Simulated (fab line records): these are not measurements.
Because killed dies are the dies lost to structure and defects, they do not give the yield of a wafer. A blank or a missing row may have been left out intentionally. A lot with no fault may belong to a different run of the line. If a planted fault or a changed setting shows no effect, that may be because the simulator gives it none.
fab line records	flow gf180mcu
[record] lots = 24	wafers = 72	last-day = 34
route steps=602 shown V2@396 V4@479 M5@534 TOP_METAL@583 PASSIVATION@601
lots untouched by any fault: they come from a run of this same line in which no faults occurred
start-h: hours from the record's first day to the start of the lot's first wafer shown	wait-h: time in hours since the lot's previous step	" identical to the entry in the row above	L1.1+2: several wafers, shown together as one row	- value missing, or start not given	* or withheld: withheld	< > ~ a bound
route shown NAME@n: a module of which the file shows steps, and the number in the route of the first	usual: mean/standard deviation of fault-free wafers	same: alike in all rows	chamber/n: place in a boat	sites: readings site by site	_std_site: standard deviation across them	_edge_site: outer sites' mean less inner sites'	radius-mm: for every site, how far away it sits from the centre of the wafer	mask NAME#n: copy n	behind: the most recent tool/chamber to have shaped the wafer	hold: why the lot was held/for how many hours/how that ended	device: the transistor (n, p or np) that didn't switch	end of line: tests of these same wafers at the route's end	a step given without rows: its recipe and nothing more	killed: dies lost to structure and defects at the first sort, not the wafer's yield	map: a wafer's dies, x killed, . not, _ none there
set.NAME: the run value of the setting; set.NAME@STEP: its run value at that earlier step	model.NAME: the simulator's own value behind a step, which no gauge read
a sample of lots followed through the steps of the route, with each step as a table and each wafer as a row
services: the hour from which a tool's chamber was out of use, counted from the record's first day as start-h (under 0 if before that day), plus the number of hours and why
[[steps]]
[step GF_V2_CD_MEAS_14]
[recipe] target-cd-nm = 260
[usual] cd-nm = 259.7/1.2
lot.wafer	tool	chamber	start-h	wait-h	cd-nm
L074.2	cd-sem-02	-	462.19	0.1	261.5
L074.4	"	-	"	"	261.5
L074.6	"	-	"	"	260.7
L075.2	cd-sem-02	-	471.05	0.1	261.4
L075.3	"	-	"	"	261.0
L075.6	"	-	"	"	260.3
L076.1	cd-sem-02	-	482.88	0.1	258.4
L076.4	"	-	"	"	259.2
L076.5	"	-	"	"	258.6
L077.3	cd-sem-02	-	493.27	0.1	259.5
L077.5	"	-	"	"	259.0
L077.6	"	-	"	"	259.7
L078.3	cd-sem-01	-	502.24	0.1	258.1
L078.4	"	-	"	"	259.2
L078.6	"	-	"	"	260.3
L079.1	cd-sem-01	-	512.47	0.1	258.4
L079.3	"	-	"	"	259.2
L079.6	"	-	"	"	258.0
L080.3	cd-sem-02	-	514.46	0.1	261.2
L080.4	"	-	"	"	259.5
L080.6	"	-	"	"	260.4
L081.1	cd-sem-02	-	531.72	0.1	257.9
L081.2	"	-	"	"	258.7
L081.3	"	-	"	"	257.3
L082.1	cd-sem-02	-	532.37	0.1	261.1
L082.4	"	-	"	"	260.2
L082.6	"	-	"	"	259.7
L083.3	cd-sem-02	-	547.01	0.1	259.9
L083.4	"	-	"	"	258.8
L083.5	"	-	"	"	260.3
L084.1	cd-sem-02	-	552.42	0.1	260.7
L084.2	"	-	"	"	260.5
L084.5	"	-	"	"	261.2
L085.2	cd-sem-02	-	566.44	0.1	260.0
L085.4	"	-	"	"	260.0
L085.6	"	-	"	"	259.6
L086.1	cd-sem-01	-	569.07	0.1	260.7
L086.2	"	-	"	"	260.3
L086.4	"	-	"	"	259.4
L087.3	cd-sem-02	-	574.81	0.1	261.6
L087.4	"	-	"	"	262.1
L087.6	"	-	"	"	262.2
L088.1	cd-sem-02	-	585.42	0.1	261.3
L088.3	"	-	"	"	260.5
L088.4	"	-	"	"	262.4
L089.2	cd-sem-02	-	589.84	0.1	261.1
L089.3	"	-	"	"	260.4
L089.5	"	-	"	"	260.2
L090.3	cd-sem-01	-	594.56	0.1	259.5
L090.4	"	-	"	"	259.6
L090.6	"	-	"	"	260.0
L091.2	cd-sem-02	-	604.99	0.1	257.6
L091.4	"	-	"	"	258.9
L091.6	"	-	"	"	257.5
L092.1	cd-sem-01	-	611.13	0.1	258.4
L092.2	"	-	"	"	259.1
L092.4	"	-	"	"	258.2
L093.1	cd-sem-02	-	620.12	0.1	258.6
L093.3	"	-	"	"	259.3
L093.4	"	-	"	"	258.8
L094.1	cd-sem-02	-	629.13	0.1	259.7
L094.3	"	-	"	"	258.8
L094.6	"	-	"	"	258.2
L095.1	cd-sem-01	-	635.00	0.2	258.9
L095.2	"	-	"	"	260.2
L095.3	"	-	"	"	258.0
L096.3	cd-sem-02	-	638.01	0.1	260.1
L096.5	"	-	"	"	260.5
L096.6	"	-	"	"	259.4
L097.1	cd-sem-01	-	651.87	0.1	259.5
L097.2	"	-	"	"	260.0
L097.4	"	-	"	"	260.5
[step GF_V4_THK_MEAS_03]
[recipe] reads = SiO2_of_V4_CVD_02
[usual] V4_CVD_02_THK = 853/14
lot.wafer	tool	chamber	start-h	wait-h	V4_CVD_02_THK[nm]
L074.2	film-metro-02	-	538.79	0.0	859
L074.4	"	-	"	"	848
L074.6	"	-	"	"	869
L075.2	film-metro-04	-	546.70	0.0	869
L075.3	"	-	"	"	841
L075.6	"	-	"	"	857
L076.1	film-metro-04	-	558.87	0.0	842
L076.4	"	-	"	"	865
L076.5	"	-	"	"	839
L077.3	film-metro-01	-	568.23	0.1	827
L077.5	"	-	"	"	854
L077.6	"	-	"	"	845
L078.3	film-metro-04	-	575.13	0.1	830
L078.4	"	-	"	"	849
L078.6	"	-	"	"	865
L079.1	film-metro-02	-	585.05	0.0	836
L079.3	"	-	"	"	852
L079.6	"	-	"	"	852
L080.3	film-metro-02	-	586.70	0.1	847
L080.4	"	-	"	"	855
L080.6	"	-	"	"	879
L081.1	film-metro-01	-	602.17	0.0	839
L081.2	"	-	"	"	844
L081.3	"	-	"	"	837
L082.1	film-metro-02	-	603.17	0.0	829
L082.4	"	-	"	"	864
L082.6	"	-	"	"	858
L083.3	film-metro-04	-	616.57	0.1	862
L083.4	"	-	"	"	854
L083.5	"	-	"	"	864
L084.1	film-metro-04	-	622.09	0.0	832
L084.2	"	-	"	"	837
L084.5	"	-	"	"	844
L085.2	film-metro-04	-	635.55	0.0	837
L085.4	"	-	"	"	858
L085.6	"	-	"	"	850
L086.1	film-metro-02	-	638.51	0.0	866
L086.2	"	-	"	"	846
L086.4	"	-	"	"	856
L087.3	film-metro-02	-	642.17	0.1	861
L087.4	"	-	"	"	877
L087.6	"	-	"	"	869
L088.1	film-metro-02	-	652.26	0.0	852
L088.3	"	-	"	"	833
L088.4	"	-	"	"	847
L089.2	film-metro-04	-	657.71	0.1	827
L089.3	"	-	"	"	832
L089.5	"	-	"	"	858
L090.3	film-metro-01	-	661.62	0.1	842
L090.4	"	-	"	"	857
L090.6	"	-	"	"	853
L091.2	film-metro-02	-	670.53	0.0	842
L091.4	"	-	"	"	859
L091.6	"	-	"	"	868
L092.1	film-metro-04	-	677.28	0.0	827
L092.2	"	-	"	"	853
L092.4	"	-	"	"	852
L093.1	film-metro-02	-	684.72	0.0	859
L093.3	"	-	"	"	854
L093.4	"	-	"	"	878
L094.1	film-metro-01	-	693.48	0.1	845
L094.3	"	-	"	"	856
L094.6	"	-	"	"	854
L095.1	film-metro-01	-	698.02	0.1	827
L095.2	"	-	"	"	855
L095.3	"	-	"	"	857
L096.3	film-metro-04	-	701.18	0.1	844
L096.5	"	-	"	"	883
L096.6	"	-	"	"	846
L097.1	film-metro-04	-	713.98	0.0	844
L097.2	"	-	"	"	858
L097.4	"	-	"	"	855
[step GF_V4_RS_MEAS_24]
[recipe] thk-meas-gauge = four-point-probe	reads = W_of_V4_CVD_23+TiN_of_V4_SPUTTER_22+Ti_of_V4_SPUTTER_21
[usual] V4_W_RS = 0.326/0.0042
lot.wafer	tool	chamber	start-h	wait-h	V4_W_RS[ohm/sq]
L074.2	film-metro-04	-	562.17	0.1	0.334
L074.4	"	-	"	"	0.334
L074.6	"	-	"	"	0.331
L075.2	film-metro-04	-	570.73	0.1	0.322
L075.3	"	-	"	"	0.324
L075.6	"	-	"	"	0.326
L076.1	film-metro-04	-	582.08	0.1	0.326
L076.4	"	-	"	"	0.327
L076.5	"	-	"	"	0.328
L077.3	film-metro-01	-	591.30	0.1	0.325
L077.5	"	-	"	"	0.330
L077.6	"	-	"	"	0.332
L078.3	film-metro-04	-	598.00	0.1	0.330
L078.4	"	-	"	"	0.324
L078.6	"	-	"	"	0.325
L079.1	film-metro-04	-	607.98	0.1	0.327
L079.3	"	-	"	"	0.328
L079.6	"	-	"	"	0.324
L080.3	film-metro-01	-	608.98	0.1	0.324
L080.4	"	-	"	"	0.322
L080.6	"	-	"	"	0.321
L081.1	film-metro-01	-	624.00	0.1	0.322
L081.2	"	-	"	"	0.327
L081.3	"	-	"	"	0.324
L082.1	film-metro-04	-	625.58	0.1	0.324
L082.4	"	-	"	"	0.326
L082.6	"	-	"	"	0.325
L083.3	film-metro-01	-	638.23	0.1	0.326
L083.4	"	-	"	"	0.323
L083.5	"	-	"	"	0.324
L084.1	film-metro-01	-	643.26	0.1	0.319
L084.2	"	-	"	"	0.325
L084.5	"	-	"	"	0.330
L085.2	film-metro-01	-	656.72	0.1	0.323
L085.4	"	-	"	"	0.321
L085.6	"	-	"	"	0.329
L086.1	film-metro-01	-	659.86	0.1	0.329
L086.2	"	-	"	"	0.335
L086.4	"	-	"	"	0.333
L087.3	film-metro-04	-	663.44	0.1	0.326
L087.4	"	-	"	"	0.320
L087.6	"	-	"	"	0.328
L088.1	film-metro-04	-	673.16	0.1	0.325
L088.3	"	-	"	"	0.319
L088.4	"	-	"	"	0.322
L089.2	film-metro-02	-	678.76	0.1	0.321
L089.3	"	-	"	"	0.319
L089.5	"	-	"	"	0.319
L090.3	film-metro-01	-	682.04	0.1	0.322
L090.4	"	-	"	"	0.320
L090.6	"	-	"	"	0.323
L091.2	film-metro-01	-	690.85	0.1	0.331
L091.4	"	-	"	"	0.329
L091.6	"	-	"	"	0.332
L092.1	film-metro-02	-	697.80	0.1	0.326
L092.2	"	-	"	"	0.328
L092.4	"	-	"	"	0.323
L093.1	film-metro-04	-	704.90	0.1	0.331
L093.3	"	-	"	"	0.332
L093.4	"	-	"	"	0.334
L094.1	film-metro-01	-	713.70	0.2	0.319
L094.3	"	-	"	"	0.323
L094.6	"	-	"	"	0.322
L095.1	film-metro-01	-	717.71	0.1	0.330
L095.2	"	-	"	"	0.330
L095.3	"	-	"	"	0.328
L096.3	film-metro-01	-	721.15	0.1	0.334
L096.5	"	-	"	"	0.330
L096.6	"	-	"	"	0.330
L097.1	film-metro-02	-	733.20	0.1	0.327
L097.2	"	-	"	"	0.322
L097.4	"	-	"	"	0.328
[step GF_M5_OVL_MEAS_08]
[usual] M5_OVL = -7/4.8
lot.wafer	tool	chamber	start-h	wait-h	M5_OVL[nm]
L074.2	overlay-02	-	606.31	0.1	-12
L074.4	"	-	"	"	-9
L074.6	"	-	"	"	-12
L075.2	overlay-02	-	613.91	0.1	-13
L075.3	"	-	"	"	-3
L075.6	"	-	"	"	-14
L076.1	overlay-02	-	625.90	0.1	3
L076.4	"	-	"	"	0
L076.5	"	-	"	"	0
L077.3	overlay-01	-	633.71	0.1	-6
L077.5	"	-	"	"	-7
L077.6	"	-	"	"	-5
L078.3	overlay-02	-	640.21	0.1	1
L078.4	"	-	"	"	-2
L078.6	"	-	"	"	0
L079.1	overlay-02	-	650.45	0.1	-5
L079.3	"	-	"	"	3
L079.6	"	-	"	"	-4
L080.3	overlay-02	-	650.90	0.1	-13
L080.4	"	-	"	"	-11
L080.6	"	-	"	"	-12
L081.1	overlay-01	-	665.65	0.1	3
L081.2	"	-	"	"	-1
L081.3	"	-	"	"	3
L082.1	overlay-01	-	666.02	0.1	-11
L082.4	"	-	"	"	-10
L082.6	"	-	"	"	-2
L083.3	overlay-02	-	678.86	0.1	-14
L083.4	"	-	"	"	-15
L083.5	"	-	"	"	-9
L084.1	overlay-01	-	683.79	0.1	-4
L084.2	"	-	"	"	-6
L084.5	"	-	"	"	1
L085.2	overlay-01	-	695.15	0.1	-15
L085.4	"	-	"	"	-6
L085.6	"	-	"	"	-9
L086.1	overlay-02	-	699.05	0.1	-7
L086.2	"	-	"	"	-1
L086.4	"	-	"	"	0
L087.3	overlay-01	-	702.56	0.1	-8
L087.4	"	-	"	"	-12
L087.6	"	-	"	"	-11
L088.1	overlay-01	-	711.69	0.1	-3
L088.3	"	-	"	"	-2
L088.4	"	-	"	"	-6
L089.2	overlay-02	-	716.25	0.1	-11
L089.3	"	-	"	"	-8
L089.5	"	-	"	"	-7
L090.3	overlay-01	-	720.11	0.1	-8
L090.4	"	-	"	"	-5
L090.6	"	-	"	"	-2
L091.2	overlay-02	-	728.11	0.1	-7
L091.4	"	-	"	"	-11
L091.6	"	-	"	"	-9
L092.1	overlay-02	-	734.94	0.1	-3
L092.2	"	-	"	"	-11
L092.4	"	-	"	"	-12
L093.1	overlay-02	-	741.70	0.1	-4
L093.3	"	-	"	"	-2
L093.4	"	-	"	"	-10
L094.1	overlay-01	-	749.58	0.1	-9
L094.3	"	-	"	"	-3
L094.6	"	-	"	"	-6
L095.1	overlay-02	-	753.05	0.1	-5
L095.2	"	-	"	"	-6
L095.3	"	-	"	"	-9
L096.3	overlay-01	-	756.71	0.1	-6
L096.5	"	-	"	"	-6
L096.6	"	-	"	"	-5
L097.1	overlay-02	-	767.60	0.1	-10
L097.2	"	-	"	"	-11
L097.4	"	-	"	"	-14
[step GF_TOP_METAL_METAL_ETCH_16]
[recipe] chemistry = Cl2/BCl3	mask-material = NOVOLAK	target-depth-nm = 1077.5	stop-on = SiO2	pressure-mtorr = 8	icp-w = 800	bias-w = 140	Cl2_flow_sccm = 80	bcl3-flow-sccm = 40	time-s = 179.6
[usual] drypump-motor-current-A = 6.1/0.31	oes-product-au = 0.966/0.0087	throttle-valve-pct = 28.257/0.012
[same] time-s = 179.6
lot.wafer	tool	chamber	start-h	wait-h	drypump-motor-current-A	oes-product-au	rf-hours-counter-h	throttle-valve-pct
L074.2	rie-metal-04	1	649.68	0.0	6.4	0.960	8	28.274
L074.4	"	0	"	"	6.2	0.960	-	28.263
L074.6	"	0	"	"	6.2	0.953	-	28.277
L075.2	rie-metal-01	0	657.28	0.1	5.9	0.974	-	28.253
L075.3	"	0	"	"	5.9	0.966	-	28.264
L075.6	"	0	"	"	5.9	0.969	-	28.252
L076.1	rie-metal-04	1	668.58	0.0	6.4	0.980	9	28.248
L076.4	"	1	"	"	6.4	0.965	-	28.249
L076.5	"	0	"	"	6.2	0.965	-	28.246
L077.3	rie-metal-01	0	676.14	0.1	5.9	0.966	-	28.241
L077.5	"	0	"	"	5.9	0.975	-	28.251
L077.6	"	1	"	"	5.5	0.957	-	28.255
L078.3	rie-metal-02	1	682.33	0.1	5.8	0.965	-	28.257
L078.4	"	0	"	"	6.3	0.970	-	28.260
L078.6	"	1	"	"	5.8	0.974	-	28.265
L079.1	rie-metal-02	1	690.83	0.0	5.8	0.992	4	28.236
L079.3	"	0	"	"	6.3	0.970	-	28.258
L079.6	"	1	"	"	5.8	0.981	-	28.244
L080.3	rie-metal-01	0	691.99	0.1	5.9	0.965	-	28.250
L080.4	"	1	"	"	5.6	0.974	-	28.249
L080.6	"	0	"	"	5.9	0.958	-	28.276
L081.1	rie-metal-01	0	705.93	0.0	5.9	0.966	8	28.252
L081.2	"	1	"	"	5.5	0.971	2	28.247
L081.3	"	0	"	"	5.9	0.973	-	28.231
L082.1	rie-metal-04	0	706.23	0.0	6.2	0.953	7	28.275
L082.4	"	0	"	"	6.2	0.966	-	28.263
L082.6	"	1	"	"	6.4	0.947	-	28.245
L083.3	rie-metal-01	1	719.99	0.1	5.6	0.959	-	28.247
L083.4	"	1	"	"	5.5	0.961	-	28.261
L083.5	"	1	"	"	5.5	0.963	-	28.253
L084.1	rie-metal-04	0	723.63	0.0	6.1	0.961	8	28.237
L084.2	"	1	"	"	6.4	0.954	11	28.266
L084.5	"	1	"	"	6.4	0.948	-	28.285
L085.2	rie-metal-01	1	734.27	0.0	5.5	0.959	3	28.256
L085.4	"	1	"	"	5.5	0.962	-	28.265
L085.6	"	1	"	"	5.6	0.963	-	28.246
L086.1	rie-metal-04	0	737.93	0.0	6.2	0.965	8	28.254
L086.2	"	1	"	"	6.4	0.977	12	28.255
L086.4	"	0	"	"	6.2	0.960	-	28.267
L087.3	rie-metal-04	1	740.99	0.1	6.4	0.965	-	28.242
L087.4	"	0	"	"	6.2	0.980	-	28.263
L087.6	"	1	"	"	6.4	0.966	-	28.256
L088.1	rie-metal-02	1	748.88	0.0	5.8	0.954	6	28.268
L088.3	"	0	"	"	6.3	0.956	-	28.263
L088.4	"	1	"	"	5.8	0.966	-	28.265
L089.2	rie-metal-04	1	754.12	0.0	6.4	0.976	12	28.254
L089.3	"	1	"	"	6.4	0.958	-	28.242
L089.5	"	0	"	"	6.2	0.967	-	28.241
L090.3	rie-metal-04	0	757.19	0.1	6.2	0.973	-	28.241
L090.4	"	1	"	"	6.4	0.958	-	28.275
L090.6	"	0	"	"	6.2	0.973	-	28.243
L091.2	rie-metal-02	1	763.97	0.0	5.8	0.958	6	28.257
L091.4	"	1	"	"	5.8	0.953	-	28.247
L091.6	"	1	"	"	5.8	0.964	-	28.243
L092.1	rie-metal-04	0	770.97	0.0	6.2	0.980	10	28.260
L092.2	"	1	"	"	6.4	0.972	13	28.261
L092.4	"	0	"	"	6.2	0.973	-	28.255
L093.1	rie-metal-01	0	777.88	0.0	5.9	0.965	11	28.265
L093.3	"	1	"	"	5.6	0.970	-	28.265
L093.4	"	0	"	"	5.9	0.964	-	28.255
L094.1	rie-metal-04	1	784.93	0.0	6.4	0.953	14	28.266
L094.3	"	1	"	"	6.4	0.969	-	28.245
L094.6	"	0	"	"	6.2	0.966	-	28.267
L095.1	rie-metal-04	0	788.38	0.0	6.1	0.966	11	28.254
L095.2	"	1	"	"	6.4	0.957	14	28.265
L095.3	"	0	"	"	6.2	0.967	-	28.264
L096.3	rie-metal-01	0	791.28	0.1	5.9	0.970	-	28.247
L096.5	"	0	"	"	5.9	0.967	-	28.257
L096.6	"	1	"	"	5.6	0.950	-	28.289
L097.1	rie-metal-02	1	801.17	0.0	5.8	0.961	8	28.255
L097.2	"	0	"	"	6.3	0.975	6	28.250
L097.4	"	1	"	"	5.8	0.956	-	28.272
[step GF_PASSIVATION_BOW_MEAS_14]
[recipe] mode = bow
[usual] PASSIVATION_BOW = 136/10
lot.wafer	tool	chamber	start-h	wait-h	PASSIVATION_BOW[um]
L074.2	film-metro-04	-	671.53	0.0	129
L074.4	"	-	"	"	134
L074.6	"	-	"	"	137
L075.2	film-metro-01	-	679.49	0.0	143
L075.3	"	-	"	"	143
L075.6	"	-	"	"	156
L076.1	film-metro-02	-	690.77	0.0	124
L076.4	"	-	"	"	125
L076.5	"	-	"	"	130
L077.3	film-metro-01	-	697.35	0.0	148
L077.5	"	-	"	"	143
L077.6	"	-	"	"	153
L078.3	film-metro-02	-	704.25	0.0	134
L078.4	"	-	"	"	128
L078.6	"	-	"	"	130
L079.1	film-metro-04	-	712.12	0.0	130
L079.3	"	-	"	"	123
L079.6	"	-	"	"	127
L080.3	film-metro-02	-	712.51	0.0	142
L080.4	"	-	"	"	143
L080.6	"	-	"	"	138
L081.1	film-metro-02	-	726.95	0.1	144
L081.2	"	-	"	"	133
L081.3	"	-	"	"	131
L082.1	film-metro-01	-	727.22	0.0	149
L082.4	"	-	"	"	135
L082.6	"	-	"	"	145
L083.3	film-metro-04	-	740.10	0.0	137
L083.4	"	-	"	"	129
L083.5	"	-	"	"	141
L084.1	film-metro-01	-	743.46	0.0	130
L084.2	"	-	"	"	138
L084.5	"	-	"	"	122
L085.2	film-metro-01	-	754.22	0.0	136
L085.4	"	-	"	"	145
L085.6	"	-	"	"	145
L086.1	film-metro-04	-	757.65	0.0	125
L086.2	"	-	"	"	123
L086.4	"	-	"	"	121
L087.3	film-metro-01	-	760.79	0.0	148
L087.4	"	-	"	"	142
L087.6	"	-	"	"	145
L088.1	film-metro-02	-	768.97	0.0	127
L088.3	"	-	"	"	129
L088.4	"	-	"	"	129
L089.2	film-metro-04	-	773.03	0.0	138
L089.3	"	-	"	"	129
L089.5	"	-	"	"	132
L090.3	film-metro-01	-	776.26	0.0	136
L090.4	"	-	"	"	146
L090.6	"	-	"	"	151
L091.2	film-metro-01	-	782.67	0.0	134
L091.4	"	-	"	"	134
L091.6	"	-	"	"	122
L092.1	film-metro-01	-	789.76	0.0	129
L092.2	"	-	"	"	125
L092.4	"	-	"	"	133
L093.1	film-metro-01	-	796.25	0.0	135
L093.3	"	-	"	"	129
L093.4	"	-	"	"	132
L094.1	film-metro-02	-	803.32	0.0	122
L094.3	"	-	"	"	119
L094.6	"	-	"	"	122
L095.1	film-metro-04	-	805.75	0.0	152
L095.2	"	-	"	"	157
L095.3	"	-	"	"	150
L096.3	film-metro-02	-	808.95	0.0	134
L096.5	"	-	"	"	124
L096.6	"	-	"	"	145
L097.1	film-metro-02	-	818.52	0.0	140
L097.2	"	-	"	"	146
L097.4	"	-	"	"	146
[[services]]
tool	chamber	start-h	hours	kind
rie-metal-01	1	649.95	-	clean
rie-metal-01	1	649.95	12.2	scheduled-down
rie-metal-01	1	649.95	12.2	vent-cycle
rie-metal-04	-	672.17	2.8	pm
rie-metal-02	-	702.88	4.0	pm
rie-metal-01	0	706.82	15.9	repair
rie-metal-04	-	771.94	0.5	repair
[[key]]
fault none
